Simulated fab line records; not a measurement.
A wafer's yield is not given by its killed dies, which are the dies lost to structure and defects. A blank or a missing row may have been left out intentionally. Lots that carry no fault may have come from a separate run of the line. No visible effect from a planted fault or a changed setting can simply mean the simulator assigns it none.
fab line records ; flow sky130
[record] lots = 12; wafers = 36; last_day = 50
route steps=708 shown LDD_N@244 LDD_P@266 LDD_LDN@300 POLY_CUT@317 PAD_OPEN@708
lots that met no fault: taken from a fault-free run of the same line
start_h: hours from the record's opening day to when the first of the lot's shown wafers began ; wait_h: hours from the lot's prior step to this one ; " identical to the entry in the row above ; L1.1+2: several wafers, shown together as one row ; - value missing, or start not given ; * or withheld: withheld ; < > ~ a bound
route shown NAME@n: names a module that has steps shown in the file, with the first one's number in the route ; usual: the fault-free wafers' mean and standard deviation ; same: alike in all rows ; chamber/n: place in a boat ; sites: readings site by site ; _std_site: standard deviation of those values ; _edge_site: inner sites' mean taken away from outer sites' mean ; radius_mm: how far each site lies from the wafer's centre ; mask NAME#n: copy n ; behind: the tool/chamber that last shaped the wafer ; hold: what put the lot on hold/how long, in hours/how the hold closed ; device: the n, p or np transistor that did not switch ; end of line: the route-end tests of the same wafers ; for a step that has no rows: nothing shown but its recipe ; killed: at the first sort, the dies lost to defects and structure; wafer yield is something else ; map: per-die view of a wafer (x killed, . not killed, _ where there is no die)
set.NAME: the setting that was run; set.NAME@STEP: the one run at that earlier step ; model.NAME: the simulator's own value behind a step, which no gauge read
one table for each step of the route and one row for each wafer, over a sample of lots
services: the hour from which a tool's chamber was out of use, counted from the record's first day as start_h (under 0 if before that day), plus the number of hours and why
[[steps]]
[step SKY_LDD_N_OVL_MEAS_07]
[usual] LDD_N_OVL = -0.1/1.3
lot.wafer;tool;chamber;start_h;wait_h;LDD_N_OVL[nm]
L104.3;overlay-01;-;395.39;0.1;0.0
L104.4;overlay-01;-;395.39;0.1;1.0
L104.5;overlay-01;-;395.39;0.1;0.5
L105.3;overlay-01;-;406.63;0.1;-0.2
L105.4;overlay-01;-;406.63;0.1;0.1
L105.6;overlay-01;-;406.63;0.1;-0.1
L106.1;overlay-02;-;429.60;0.1;0.1
L106.2;overlay-02;-;429.60;0.1;1.4
L106.3;overlay-02;-;429.60;0.1;-0.2
L112.3;overlay-01;-;479.71;0.1;-2.0
L112.5;overlay-01;-;479.71;0.1;-1.2
L112.6;overlay-01;-;479.71;0.1;0.7
L117.2;overlay-01;-;522.77;0.1;-0.2
L117.3;overlay-01;-;522.77;0.1;0.2
L117.6;overlay-01;-;522.77;0.1;-0.2
L118.1;overlay-02;-;532.76;0.1;0.2
L118.2;overlay-02;-;532.76;0.1;-0.4
L118.6;overlay-02;-;532.76;0.1;0.0
L120.1;overlay-01;-;544.01;0.1;-2.3
L120.3;overlay-01;-;544.01;0.1;-1.6
L120.5;overlay-01;-;544.01;0.1;-3.3
L122.1;overlay-01;-;559.36;0.1;0.7
L122.4;overlay-01;-;559.36;0.1;1.3
L122.6;overlay-01;-;559.36;0.1;-0.4
L123.2;overlay-01;-;569.46;0.1;1.3
L123.4;overlay-01;-;569.46;0.1;-0.9
L123.6;overlay-01;-;569.46;0.1;-0.1
L125.2;overlay-02;-;579.49;0.1;-2.9
L125.5;overlay-02;-;579.49;0.1;-1.9
L125.6;overlay-02;-;579.49;0.1;-1.9
L126.1;overlay-01;-;591.96;0.1;0.0
L126.2;overlay-01;-;591.96;0.1;0.9
L126.6;overlay-01;-;591.96;0.1;1.4
L127.1;overlay-01;-;602.15;0.1;-1.1
L127.5;overlay-01;-;602.15;0.1;-0.7
L127.6;overlay-01;-;602.15;0.1;-1.1
[step SKY_LDD_P_TW_MEAS_11]
[usual] LDD_P_TW = 639.9/2.8
lot.wafer;tool;chamber;start_h;wait_h;LDD_P_TW
L104.3;film_metro-04;-;427.28;0.1;640.5
L104.4;film_metro-04;-;427.28;0.1;636.8
L104.5;film_metro-04;-;427.28;0.1;637.8
L105.3;film_metro-04;-;438.28;0.1;641.0
L105.4;film_metro-04;-;438.28;0.1;637.4
L105.6;film_metro-04;-;438.28;0.1;644.1
L106.1;film_metro-04;-;462.84;0.1;638.7
L106.2;film_metro-04;-;462.84;0.1;638.4
L106.3;film_metro-04;-;462.84;0.1;648.2
L112.3;film_metro-01;-;512.14;0.1;637.9
L112.5;film_metro-01;-;512.14;0.1;637.6
L112.6;film_metro-01;-;512.14;0.1;637.1
L117.2;film_metro-01;-;553.95;0.1;635.9
L117.3;film_metro-01;-;553.95;0.1;637.4
L117.6;film_metro-01;-;553.95;0.1;636.8
L118.1;film_metro-02;-;564.32;0.1;642.4
L118.2;film_metro-02;-;564.32;0.1;640.8
L118.6;film_metro-02;-;564.32;0.1;640.1
L120.1;film_metro-01;-;575.60;0.1;636.0
L120.3;film_metro-01;-;575.60;0.1;638.9
L120.5;film_metro-01;-;575.60;0.1;635.7
L122.1;film_metro-01;-;590.54;0.1;639.4
L122.4;film_metro-01;-;590.54;0.1;639.4
L122.6;film_metro-01;-;590.54;0.1;641.8
L123.2;film_metro-01;-;600.49;0.1;639.1
L123.4;film_metro-01;-;600.49;0.1;640.6
L123.6;film_metro-01;-;600.49;0.1;638.2
L125.2;film_metro-02;-;611.54;0.1;642.7
L125.5;film_metro-02;-;611.54;0.1;642.7
L125.6;film_metro-02;-;611.54;0.1;637.1
L126.1;film_metro-04;-;622.87;0.1;638.4
L126.2;film_metro-04;-;622.87;0.1;639.4
L126.6;film_metro-04;-;622.87;0.1;637.9
L127.1;film_metro-04;-;633.47;0.1;636.7
L127.5;film_metro-04;-;633.47;0.1;636.3
L127.6;film_metro-04;-;633.47;0.1;636.6
[step SKY_LDD_LDN_IMPLANT_11]
[recipe] species = As; energy_kev = 15; dose_cm2 = 1.25e+13; tilt_deg = withheld; rotation_deg = 293
[usual] dose_ions_cm2 = 1.2501e+13/1.2e+10; faraday_current_uA = 70.5/1.5
lot.wafer;tool;chamber;start_h;wait_h;dose_ions_cm2;faraday_current_uA
L104.3;implanter-02;0;521.15;0.1;1.2503e+13;70.7
L104.4;implanter-02;0;521.15;0.1;1.2508e+13;70.5
L104.5;implanter-02;0;521.15;0.1;1.251e+13;70.1
L105.3;implanter-03;0;532.54;0.1;1.2503e+13;70.9
L105.4;implanter-03;0;532.54;0.1;1.2514e+13;69.0
L105.6;implanter-03;0;532.54;0.1;1.2476e+13;69.9
L106.1;implanter-02;0;555.80;0.1;1.2497e+13;69.2
L106.2;implanter-02;0;555.80;0.1;1.2484e+13;70.9
L106.3;implanter-02;0;555.80;0.1;1.2478e+13;71.1
L112.3;implanter-03;0;602.62;0.1;7.473e+12;42.0
L112.5;implanter-03;0;602.62;0.1;7.458e+12;44.0
L112.6;implanter-03;0;602.62;0.1;7.485e+12;42.3
L117.2;implanter-03;0;642.49;0.1;7.501e+12;43.9
L117.3;implanter-03;0;642.49;0.1;7.498e+12;40.6
L117.6;implanter-03;0;642.49;0.1;7.506e+12;43.5
L118.1;implanter-01;0;653.07;0.1;1.2512e+13;72.2
L118.2;implanter-01;0;653.07;0.1;1.2527e+13;71.6
L118.6;implanter-01;0;653.07;0.1;1.2509e+13;69.5
L120.1;implanter-01;0;663.02;0.1;1.2486e+13;70.1
L120.3;implanter-01;0;663.02;0.1;1.25e+13;72.1
L120.5;implanter-01;0;663.02;0.1;1.2489e+13;71.1
L122.1;implanter-01;0;677.87;0.1;1.2486e+13;71.2
L122.4;implanter-01;0;677.87;0.1;1.2489e+13;68.5
L122.6;implanter-01;0;677.87;0.1;1.2489e+13;70.1
L123.2;implanter-01;0;687.17;0.1;1.2508e+13;67.6
L123.4;implanter-01;0;687.17;0.1;1.2472e+13;68.0
L123.6;implanter-01;0;687.17;0.1;1.25e+13;71.9
L125.2;implanter-03;0;697.97;0.1;1.252e+13;71.4
L125.5;implanter-03;0;697.97;0.1;1.2482e+13;70.8
L125.6;implanter-03;0;697.97;0.1;1.2494e+13;70.5
L126.1;implanter-01;0;708.22;0.1;1.2497e+13;66.9
L126.2;implanter-01;0;708.22;0.1;1.2523e+13;70.2
L126.6;implanter-01;0;708.22;0.1;1.2503e+13;68.9
L127.1;implanter-01;0;718.40;0.1;1.2505e+13;69.9
L127.5;implanter-01;0;718.40;0.1;1.25e+13;71.2
L127.6;implanter-01;0;718.40;0.1;1.2517e+13;70.6
[step SKY_LDD_LDN_TW_MEAS_13]
[usual] LDD_LDN_TW = 1482/12
lot.wafer;tool;chamber;start_h;wait_h;hold;LDD_LDN_TW
L104.3;film_metro-02;-;521.37;0.1;-;1499
L104.4;film_metro-02;-;521.37;0.1;-;1487
L104.5;film_metro-02;-;521.37;0.1;-;1504
L105.3;film_metro-03;-;532.76;0.1;-;1464
L105.4;film_metro-03;-;532.76;0.1;-;1464
L105.6;film_metro-03;-;532.76;0.1;-;1467
L106.1;film_metro-03;-;556.05;0.1;-;1459
L106.2;film_metro-03;-;556.05;0.1;-;1476
L106.3;film_metro-03;-;556.05;0.1;-;1474
L112.3;film_metro-02;-;602.84;0.1;-;1451
L112.5;film_metro-02;-;602.84;0.1;-;1447
L112.6;film_metro-02;-;602.84;0.1;-;1445
L117.2;film_metro-03;-;642.73;0.1;await_dispo/0.2h/release;1415
L117.3;film_metro-03;-;642.73;0.1;await_dispo/0.2h/release;1415
L117.6;film_metro-03;-;642.73;0.1;await_dispo/0.2h/release;1422
L117.2;film_metro-03;-;642.95;0.2;-;1418
L117.3;film_metro-03;-;642.95;0.2;-;1410
L117.6;film_metro-03;-;642.95;0.2;-;1414
L118.1;film_metro-03;-;653.32;0.1;-;1477
L118.2;film_metro-03;-;653.32;0.1;-;1461
L118.6;film_metro-03;-;653.32;0.1;-;1467
L120.1;film_metro-03;-;663.27;0.1;-;1460
L120.3;film_metro-03;-;663.27;0.1;-;1468
L120.5;film_metro-03;-;663.27;0.1;-;1465
L122.1;film_metro-04;-;678.12;0.1;-;1489
L122.4;film_metro-04;-;678.12;0.1;-;1481
L122.6;film_metro-04;-;678.12;0.1;-;1482
L123.2;film_metro-04;-;687.41;0.1;-;1487
L123.4;film_metro-04;-;687.41;0.1;-;1485
L123.6;film_metro-04;-;687.41;0.1;-;1486
L125.2;film_metro-04;-;698.21;0.1;-;1481
L125.5;film_metro-04;-;698.21;0.1;-;1482
L125.6;film_metro-04;-;698.21;0.1;-;1492
L126.1;film_metro-02;-;708.47;0.1;-;1476
L126.2;film_metro-02;-;708.47;0.1;-;1470
L126.6;film_metro-02;-;708.47;0.1;-;1487
L127.1;film_metro-02;-;718.65;0.1;-;1475
L127.5;film_metro-02;-;718.65;0.1;-;1485
L127.6;film_metro-02;-;718.65;0.1;-;1483
[step SKY_POLY_CUT_ETCH_10]
[recipe] chemistry = N2/H2; target = BARC; ion_energy_ev = 200; source_w = 500; bias_w = 100; pressure_mtorr = 30; n2_flow_sccm = 100; h2_flow_sccm = 200; stop_on = SiO2; time_s = 45.9; target_depth_a = 600
[usual] drypump_motor_current_A = 5.8/0.44; oes_product_au = 0.855/0.0051; rf_fwd_power_W = 495.5/2.5; throttle_valve_pct = 13.225/0.0083
lot.wafer;tool;chamber;start_h;wait_h;drypump_motor_current_A;oes_product_au;rf_fwd_power_W;rf_hours_counter_h;throttle_valve_pct
L104.3;rie_diel-01;0;552.49;0.0;6.1;0.850;499.1;78;13.221
L104.4;rie_diel-01;2;552.49;0.0;5.9;0.844;493.7;9;13.221
L104.5;rie_diel-01;3;552.49;0.0;4.8;0.854;493.9;-;13.226
L105.3;rie_diel-03;0;564.21;0.0;6.2;0.865;493.2;13;13.229
L105.4;rie_diel-03;1;564.21;0.0;5.6;0.861;495.2;10;13.241
L105.6;rie_diel-03;0;564.21;0.0;6.2;0.851;493.3;-;13.216
L106.1;rie_diel-04;3;587.64;0.0;6.0;0.850;497.8;10;13.222
L106.2;rie_diel-04;0;587.64;0.0;5.1;0.853;492.1;2;13.221
L106.3;rie_diel-04;2;587.64;0.0;5.1;0.851;496.2;20;13.221
L112.3;rie_diel-01;0;634.35;0.0;6.0;0.857;497.0;1;13.246
L112.5;rie_diel-01;1;634.35;0.0;6.1;0.862;495.9;-;13.225
L112.6;rie_diel-01;2;634.35;0.0;5.9;0.856;491.6;-;13.219
L117.2;rie_diel-03;1;672.29;0.0;5.6;0.848;495.6;12;13.231
L117.3;rie_diel-03;0;672.29;0.0;6.2;0.860;495.5;15;13.241
L117.6;rie_diel-03;1;672.29;0.0;5.6;0.861;498.0;-;13.229
L118.1;rie_diel-03;3;685.32;0.0;6.0;0.840;492.9;16;13.225
L118.2;rie_diel-03;2;685.32;0.0;6.2;0.858;497.8;20;13.221
L118.6;rie_diel-03;2;685.32;0.0;6.2;0.858;498.2;-;13.228
L120.1;rie_diel-03;3;693.99;0.0;6.0;0.858;492.1;17;13.212
L120.3;rie_diel-03;1;693.99;0.0;5.6;0.850;495.4;-;13.236
L120.5;rie_diel-03;3;693.99;0.0;6.0;0.857;494.6;-;13.226
L122.1;rie_diel-03;1;708.92;0.0;5.6;0.855;500.5;14;13.212
L122.4;rie_diel-03;2;708.92;0.0;6.2;0.856;495.4;20;13.226
L122.6;rie_diel-03;0;708.92;0.0;6.2;0.863;494.7;-;13.227
L123.2;rie_diel-01;0;717.17;0.0;6.0;0.855;498.0;2;13.226
L123.4;rie_diel-01;1;717.17;0.0;6.1;0.856;497.5;-;13.236
L123.6;rie_diel-01;2;717.17;0.0;5.9;0.845;493.5;-;13.219
L125.2;rie_diel-01;0;727.79;0.0;6.0;0.850;499.1;3;13.239
L125.5;rie_diel-01;0;727.79;0.0;6.1;0.856;496.0;-;13.227
L125.6;rie_diel-01;1;727.79;0.0;6.1;0.852;499.2;-;13.220
L126.1;rie_diel-03;1;737.81;0.0;5.6;0.856;500.1;14;13.230
L126.2;rie_diel-03;2;737.81;0.0;6.2;0.853;496.5;21;13.228
L126.6;rie_diel-03;0;737.81;0.0;6.2;0.852;494.3;-;13.234
L127.1;rie_diel-03;3;747.26;0.0;6.0;0.864;496.0;18;13.215
L127.5;rie_diel-03;3;747.26;0.0;6.0;0.861;494.7;-;13.205
L127.6;rie_diel-03;2;747.26;0.0;6.2;0.855;496.0;-;13.222
[step SKY_PAD_OPEN_PROBE_99]
[usual] killed_at_M0_to_M3 = 43/6.9; killed_at_M4_up = 3.1/1.8; killed_at_contacts = 24/5.1; killed_at_front_end = 15/4.8; killed_at_other = 0.3/0.48; killed_dies = 86/8.9; killed_open = 47/6.8; killed_short = 39/6.3
[same] gross_dies = 492; killed_at_back_side = 0
lot.wafer;tool;chamber;start_h;wait_h;killed_at_M0_to_M3;killed_at_M4_up;killed_at_contacts;killed_at_front_end;killed_at_other;killed_dies;killed_open;killed_short
L104.3;prober-02;-;1069.25;0.2;42;8;21;11;1;83;52;31
L104.4;prober-02;-;1069.30;0.2;49;1;18;13;1;82;46;36
L104.5;prober-02;-;1069.35;0.2;38;3;18;24;0;83;49;34
L105.3;prober-01;-;1082.04;0.2;37;3;19;8;0;67;28;39
L105.4;prober-01;-;1082.09;0.2;44;4;16;11;1;76;45;31
L105.6;prober-01;-;1082.19;0.2;44;4;17;13;0;78;32;46
L106.1;prober-02;-;1097.01;0.1;47;4;23;17;1;92;55;37
L106.2;prober-02;-;1097.06;0.1;45;0;24;20;1;90;50;40
L106.3;prober-02;-;1097.11;0.2;52;7;27;15;0;101;55;46
L112.3;prober-01;-;1127.38;0.2;45;7;23;15;0;90;44;46
L112.5;prober-01;-;1127.48;0.2;41;2;25;21;0;89;48;40
L112.6;prober-01;-;1127.53;0.2;43;6;27;15;0;91;48;41
L117.2;prober-01;-;1154.38;0.1;41;1;16;17;1;76;46;30
L117.3;prober-01;-;1154.43;0.2;60;1;18;18;0;97;59;38
L117.6;prober-01;-;1154.58;0.2;43;2;33;12;1;91;54;37
L118.1;prober-01;-;1163.75;0.1;30;4;26;15;1;76;37;38
L118.2;prober-01;-;1163.80;0.1;33;3;28;18;0;82;50;32
L118.6;prober-01;-;1164.00;0.2;35;1;21;17;0;74;41;31
L120.1;prober-02;-;1169.05;0.1;45;6;28;16;0;95;49;45
L120.3;prober-02;-;1169.15;0.2;34;0;28;19;0;81;38;43
L120.5;prober-02;-;1169.25;0.2;45;4;25;14;0;88;48;39
L122.1;prober-02;-;1176.27;0.1;41;3;24;13;0;81;52;28
L122.4;prober-02;-;1176.42;0.2;34;2;30;10;0;76;40;36
L122.6;prober-02;-;1176.52;0.2;44;5;29;6;1;85;47;38
L123.2;prober-01;-;1182.17;0.1;54;1;22;8;0;85;58;27
L123.4;prober-01;-;1182.27;0.2;40;3;22;20;0;85;53;32
L123.6;prober-01;-;1182.37;0.2;41;1;24;10;0;76;47;29
L125.2;prober-01;-;1189.38;0.1;42;0;21;11;0;74;38;36
L125.5;prober-01;-;1189.53;0.2;43;3;18;17;0;81;39;42
L125.6;prober-01;-;1189.58;0.2;43;5;19;13;1;81;46;35
L126.1;prober-02;-;1192.02;0.1;38;6;26;24;0;94;44;50
L126.2;prober-02;-;1192.07;0.1;51;1;35;15;0;102;62;40
L126.6;prober-02;-;1192.27;0.2;55;5;23;8;0;91;50;41
L127.1;prober-01;-;1197.90;0.1;39;5;19;17;0;80;37;41
L127.5;prober-01;-;1198.10;0.2;36;1;29;21;0;87;48;38
L127.6;prober-01;-;1198.15;0.2;27;3;20;25;0;75;43;32
// killed by level:class
L104.3 VIA1:geometric_particle:open=15 LI_CONTACT:geometric_particle:open=8 CONTACT:geometric_particle:open=5 METAL1:geometric_particle:short=5 FIELD_ISO:geometric_particle:open=4 CONTACT:geometric_particle:short=4 METAL2:geometric_particle:short=4 VIA3:geometric_particle:open=4
L104.4 VIA1:geometric_particle:open=11 METAL1:geometric_particle:short=10 CONTACT:geometric_particle:open=7 VIA2:geometric_particle:open=7 FIELD_ISO:geometric_particle:open=6 VIA3:geometric_particle:open=5 METAL2:geometric_particle:short=5 CONTACT:geometric_particle:short=4
L104.5 VIA1:geometric_particle:open=11 FIELD_ISO:geometric_particle:open=8 POLY_GATE:geometric_particle:open=7 VIA3:geometric_particle:open=6 CONTACT:geometric_particle:short=6 METAL1:geometric_particle:short=5 POLY_GATE:geometric_particle:short=4 LI_CONTACT:geometric_particle:open=4
L105.3 METAL1:geometric_particle:short=8 CONTACT:geometric_particle:open=6 METAL2:geometric_particle:short=6 LI_CONTACT:geometric_particle:open=5 VIA3:geometric_particle:open=5 FIELD_ISO:geometric_particle:short=4 VIA3:geometric_particle:short=4 CONTACT:geometric_particle:short=4
L105.4 VIA1:geometric_particle:open=10 VIA2:geometric_particle:open=10 METAL1:geometric_particle:short=9 LI_CONTACT:geometric_particle:open=6 POLY_GATE:geometric_particle:open=4 CONTACT:geometric_particle:short=4 VIA1:geometric_particle:short=4 VIA3:geometric_particle:open=4
L105.6 VIA1:geometric_particle:open=13 METAL2:geometric_particle:short=7 METAL1:geometric_particle:short=6 FIELD_ISO:geometric_particle:short=5 CONTACT:geometric_particle:open=5 VIA3:geometric_particle:short=4 METAL4:geometric_particle:short=4 LI_CONTACT:geometric_particle:open=4
L106.1 VIA1:geometric_particle:open=10 VIA2:geometric_particle:open=10 VIA3:geometric_particle:open=8 LOCAL_INTERCONNECT:geometric_particle:short=7 CONTACT:geometric_particle:open=7 METAL2:geometric_particle:short=6 FIELD_ISO:geometric_particle:open=5 LI_CONTACT:geometric_particle:open=5
L106.2 VIA1:geometric_particle:short=10 METAL2:geometric_particle:short=9 VIA3:geometric_particle:open=8 VIA1:geometric_particle:open=8 FIELD_ISO:geometric_particle:open=7 LI_CONTACT:geometric_particle:open=6 CONTACT:geometric_particle:open=6 POLY_GATE:geometric_particle:open=5
L106.3 CONTACT:geometric_particle:open=14 VIA3:geometric_particle:open=12 VIA1:geometric_particle:open=11 LI_CONTACT:geometric_particle:open=7 METAL3:geometric_particle:short=6 VIA3:geometric_particle:short=6 METAL2:geometric_particle:short=5 METAL1:geometric_particle:short=5
L112.3 VIA1:geometric_particle:open=12 LOCAL_INTERCONNECT:geometric_particle:short=7 POLY_GATE:geometric_particle:short=6 POLY_GATE:geometric_particle:open=6 VIA3:geometric_particle:open=6 CONTACT:geometric_particle:short=5 VIA1:geometric_particle:short=5 CONTACT:geometric_particle:open=4
L112.5 VIA1:geometric_particle:open=13 CONTACT:geometric_particle:open=9 FIELD_ISO:geometric_particle:short=8 VIA3:geometric_particle:open=6 FIELD_ISO:geometric_particle:open=5 METAL2:geometric_particle:short=5 LI_CONTACT:geometric_particle:short=4 LI_CONTACT:geometric_particle:open=4
L112.6 VIA1:geometric_particle:open=16 CONTACT:geometric_particle:open=10 LI_CONTACT:geometric_particle:open=7 VIA1:geometric_particle:short=6 VIA3:geometric_particle:short=6 METAL4:geometric_particle:short=5 VIA2:geometric_particle:open=5 LOCAL_INTERCONNECT:geometric_particle:short=4
L117.2 VIA1:geometric_particle:open=9 VIA2:geometric_particle:open=9 POLY_GATE:geometric_particle:open=7 LI_CONTACT:geometric_particle:open=6 CONTACT:geometric_particle:open=5 VIA1:geometric_particle:short=5 METAL2:geometric_particle:short=5 VIA3:geometric_particle:open=5
L117.3 VIA1:geometric_particle:open=12 VIA2:geometric_particle:open=11 VIA3:geometric_particle:open=8 POLY_GATE:geometric_particle:short=7 CONTACT:geometric_particle:open=7 METAL1:geometric_particle:short=6 LI_CONTACT:geometric_particle:open=6 FIELD_ISO:geometric_particle:open=4
L117.6 CONTACT:geometric_particle:open=15 VIA1:geometric_particle:open=11 VIA2:geometric_particle:open=9 FIELD_ISO:geometric_particle:short=6 LI_CONTACT:geometric_particle:open=6 LOCAL_INTERCONNECT:geometric_particle:short=6 VIA3:geometric_particle:open=5 FIELD_ISO:geometric_particle:open=4
L118.1 LOCAL_INTERCONNECT:geometric_particle:short=8 FIELD_ISO:geometric_particle:open=7 VIA3:geometric_particle:open=7 LI_CONTACT:geometric_particle:open=6 CONTACT:geometric_particle:short=6 CONTACT:geometric_particle:open=6 FIELD_ISO:geometric_particle:short=4 METAL1:geometric_particle:short=4
L118.2 VIA2:geometric_particle:open=9 FIELD_ISO:geometric_particle:open=8 VIA3:geometric_particle:open=8 LI_CONTACT:geometric_particle:open=7 CONTACT:geometric_particle:short=6 LOCAL_INTERCONNECT:geometric_particle:short=6 CONTACT:geometric_particle:open=6 FIELD_ISO:geometric_particle:short=5
L118.6 CONTACT:geometric_particle:open=12 VIA1:geometric_particle:open=8 VIA2:geometric_particle:open=5 LI_CONTACT:geometric_particle:short=4 METAL2:geometric_particle:short=4 POLY_GATE:geometric_particle:short=3 METAL1:geometric_particle:short=3 VIA1:geometric_particle:short=3
L120.1 CONTACT:geometric_particle:open=11 METAL1:geometric_particle:short=8 VIA1:geometric_particle:open=8 LI_CONTACT:geometric_particle:open=7 METAL2:geometric_particle:short=7 VIA2:geometric_particle:open=6 POLY_GATE:geometric_particle:open=5 CONTACT:geometric_particle:short=5
L120.3 LI_CONTACT:geometric_particle:open=7 LOCAL_INTERCONNECT:geometric_particle:short=6 METAL2:geometric_particle:short=6 CONTACT:geometric_particle:short=6 VIA1:geometric_particle:open=6 VIA3:geometric_particle:open=6 FIELD_ISO:geometric_particle:open=5 CONTACT:geometric_particle:open=5
L120.5 LI_CONTACT:geometric_particle:open=9 VIA2:geometric_particle:open=8 POLY_GATE:geometric_particle:open=7 VIA1:geometric_particle:open=7 LI_CONTACT:geometric_particle:short=5 METAL1:geometric_particle:short=5 METAL2:geometric_particle:short=5 CONTACT:geometric_particle:open=4
L122.1 VIA1:geometric_particle:open=12 CONTACT:geometric_particle:open=11 FIELD_ISO:geometric_particle:open=7 VIA3:geometric_particle:open=7 VIA2:geometric_particle:open=6 VIA1:geometric_particle:short=6 LI_CONTACT:geometric_particle:open=4 METAL1:geometric_particle:short=4
L122.4 LI_CONTACT:geometric_particle:open=9 CONTACT:geometric_particle:open=9 VIA1:geometric_particle:short=7 VIA1:geometric_particle:open=7 METAL2:geometric_particle:short=7 CONTACT:geometric_particle:short=6 VIA3:geometric_particle:open=5 FIELD_ISO:geometric_particle:open=4
L122.6 VIA1:geometric_particle:open=12 VIA2:geometric_particle:open=9 LI_CONTACT:geometric_particle:short=8 CONTACT:geometric_particle:open=8 VIA3:geometric_particle:open=6 LI_CONTACT:geometric_particle:open=5 LOCAL_INTERCONNECT:geometric_particle:short=4 METAL4:geometric_particle:short=4
L123.2 VIA1:geometric_particle:open=16 LI_CONTACT:geometric_particle:open=9 CONTACT:geometric_particle:open=9 METAL2:geometric_particle:short=7 VIA2:geometric_particle:open=6 VIA3:geometric_particle:open=5 METAL1:geometric_particle:short=4 VIA1:geometric_particle:short=4
L123.4 VIA1:geometric_particle:open=13 LI_CONTACT:geometric_particle:open=8 CONTACT:geometric_particle:open=8 FIELD_ISO:geometric_particle:open=7 METAL2:geometric_particle:short=5 VIA2:geometric_particle:open=5 VIA2:geometric_particle:short=4 LOCAL_INTERCONNECT:geometric_particle:short=3
L123.6 VIA1:geometric_particle:open=11 LI_CONTACT:geometric_particle:open=8 CONTACT:geometric_particle:open=7 VIA2:geometric_particle:open=6 VIA1:geometric_particle:short=5 METAL2:geometric_particle:short=5 VIA3:geometric_particle:open=5 FIELD_ISO:geometric_particle:open=4
L125.2 VIA1:geometric_particle:open=10 VIA2:geometric_particle:open=8 CONTACT:geometric_particle:short=6 METAL2:geometric_particle:short=6 FIELD_ISO:geometric_particle:short=5 CONTACT:geometric_particle:open=4 LI_CONTACT:geometric_particle:open=4 VIA3:geometric_particle:open=4
L125.5 VIA1:geometric_particle:open=8 LI_CONTACT:geometric_particle:open=7 VIA1:geometric_particle:short=6 POLY_GATE:geometric_particle:open=5 POLY_GATE:geometric_particle:short=5 VIA3:geometric_particle:open=5 METAL1:geometric_particle:short=4 VIA2:geometric_particle:open=4
L125.6 VIA1:geometric_particle:open=17 LI_CONTACT:geometric_particle:open=6 VIA2:geometric_particle:open=6 METAL4:geometric_particle:short=5 LOCAL_INTERCONNECT:geometric_particle:short=4 VIA1:geometric_particle:short=4 METAL2:geometric_particle:short=4 FIELD_ISO:geometric_particle:short=3
L126.1 CONTACT:geometric_particle:open=9 VIA1:geometric_particle:open=9 FIELD_ISO:geometric_particle:short=7 CONTACT:geometric_particle:short=7 METAL2:geometric_particle:short=7 LI_CONTACT:geometric_particle:open=6 POLY_GATE:geometric_particle:open=5 VIA1:geometric_particle:short=5
L126.2 CONTACT:geometric_particle:open=11 CONTACT:geometric_particle:short=10 VIA2:geometric_particle:open=10 LI_CONTACT:geometric_particle:open=9 VIA1:geometric_particle:open=8 VIA3:geometric_particle:open=8 FIELD_ISO:geometric_particle:open=5 VIA1:geometric_particle:short=5
L126.6 VIA1:geometric_particle:open=14 CONTACT:geometric_particle:open=11 VIA2:geometric_particle:open=11 VIA1:geometric_particle:short=7 LI_CONTACT:geometric_particle:open=5 METAL2:geometric_particle:short=5 METAL4:geometric_particle:short=5 LOCAL_INTERCONNECT:geometric_particle:short=4
L127.1 METAL2:geometric_particle:short=8 FIELD_ISO:geometric_particle:short=6 VIA3:geometric_particle:open=6 VIA1:geometric_particle:open=6 LI_CONTACT:geometric_particle:open=5 CONTACT:geometric_particle:open=5 VIA2:geometric_particle:open=5 FIELD_ISO:geometric_particle:open=4
L127.5 CONTACT:geometric_particle:open=14 VIA2:geometric_particle:open=9 METAL2:geometric_particle:short=7 CONTACT:geometric_particle:short=6 POLY_GATE:geometric_particle:open=5 POLY_GATE:geometric_particle:short=5 VIA1:geometric_particle:open=5 FIELD_ISO:geometric_particle:open=4
L127.6 LI_CONTACT:geometric_particle:open=9 CONTACT:geometric_particle:open=7 FIELD_ISO:geometric_particle:short=6 POLY_GATE:geometric_particle:open=6 VIA1:geometric_particle:open=6 POLY_GATE:geometric_particle:short=5 FIELD_ISO:geometric_particle:open=4 METAL1:geometric_particle:short=4
[[services]]
tool;chamber;start_h;hours;kind
rie_diel-03;3;511.23;3.0;repair
implanter-02;-;529.13;3.2;pm
rie_diel-03;3;534.69;2.0;repair
implanter-03;-;539.53;0.6;repair
rie_diel-01;3;543.19;5.3;repair
implanter-01;-;598.18;2.0;repair
rie_diel-03;2;599.69;10.1;repair
rie_diel-01;0;616.10;10.4;repair
rie_diel-04;3;617.24;7.4;repair
rie_diel-04;1;621.06;1.4;repair
rie_diel-03;-;634.56;2.8;pm
rie_diel-04;0;637.59;7.4;repair
rie_diel-03;-;641.54;0.7;repair
rie_diel-01;2;663.90;16.6;repair
rie_diel-03;0;681.97;13.1;repair
rie_diel-03;2;687.04;10.8;repair
implanter-01;-;693.40;2.8;repair
rie_diel-01;0;694.52;5.6;repair
implanter-02;-;697.34;4.4;repair
implanter-02;-;698.59;0.9;repair
rie_diel-01;3;701.86;15.4;repair
rie_diel-03;0;710.31;1.4;repair
implanter-03;-;724.31;3.3;pm
implanter-01;-;745.34;1.7;repair
[[key]]
[first_sign] step = SKY_LDD_LDN_IMPLANT_11; reading = dose_ions_cm2; direction = down; sigmas = 99+; usual = *; struck = *
[effect] step = SKY_LDD_LDN_IMPLANT_11; reading = faraday_current_uA; direction = down; sigmas = 18; usual = 70.5; struck = 42.7
[effect] step = SKY_LDD_LDN_TW_MEAS_13; reading = visit; direction = added
met_at SKY_LDD_LDN_IMPLANT_11
struck_lots L112,L117
tester_left_out L112,L117
not_acting_at SKY_LDD_N_OVL_MEAS_07,SKY_LDD_P_TW_MEAS_11,SKY_POLY_CUT_ETCH_10
onset_between 532.54 602.62
[fault] kind = process_parameter_drift; tool = implanter-03; chamber = -; onset_h = 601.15; steps = SKY_LDD_LDN_IMPLANT_11; channel = dose_cm2; offset = *; shape = step; end_h = 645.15; acts_in = *; stated = *
// tester_left_out: of these lots the tester's yield and bins aren't shown, on N5 and GAA mostly nor the transistor test; their killed dies are dies lost to structure and defects alone, not to doping, threshold or leakage, so they don't give the yield
